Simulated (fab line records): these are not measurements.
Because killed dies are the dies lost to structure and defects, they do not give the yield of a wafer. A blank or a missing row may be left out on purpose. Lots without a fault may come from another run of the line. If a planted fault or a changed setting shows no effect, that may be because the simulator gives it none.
Chamber matching	flow sky130	SKY_VIA3_CMP_02 on cmp-02 has 4 sister chambers
The step polishes SiO2. 14 wafers are shown with their chamber, then 7 later ones without.

== EACH WAFER AND ITS CHAMBER ==
wafer	chamber	motor_current_A (A)
L184.1	1	10.3
L184.2	3	12.0
L184.3	0	12.2
L186.3	3	11.5
L186.4	1	10.5
L186.5	1	10.5
L188.1	0	12.0
L188.3	3	12.3
L188.6	2	13.7
L189.3	1	10.4
L189.4	3	11.9
L189.6	3	11.8
L191.2	3	12.3
L191.3	1	10.7

SIGNATURES, as means of the wafers listed above
reading	chamber 0	chamber 1	chamber 2	chamber 3	scatter within a chamber
motor_current_A	12.100	10.480	13.700	11.967	0.241
Rule: for a wafer and a chamber, the distance is found by dividing, reading by reading, the gap between the wafer's reading and the chamber's mean by the reading's scatter, squaring, summing and taking the root. The wafer belongs to the nearest chamber; if the next one is less than 2 further off, it can't be placed. The scatter: take each reading less its chamber's mean, square it, sum over the shown wafers, divide by the number of wafers less the number of chambers, and take the root.

== WAFERS MISSING THEIR CHAMBER ==
wafer	motor_current_A (A)
L191.5	11.1
L195.1	11.6
L195.4	11.1
L195.6	9.8
L206.1	12.4
L206.4	11.9
L206.6	10.7

== WHICH CHAMBER EACH WENT THROUGH ==
wafer	from the rows above	in truth
L191.5	can't be placed: 1 or 3 or 0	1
L195.1	can't be placed: 3 or 0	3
L195.4	can't be placed: 1 or 3 or 0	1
L195.6	1	1
L206.1	can't be placed: 0 or 3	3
L206.4	can't be placed: 3 or 0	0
L206.6	1	1
Placed correctly: 2 of 7. These rows do not allow placing 5 (true chamber among the candidates in 5). 0 placed wrongly.
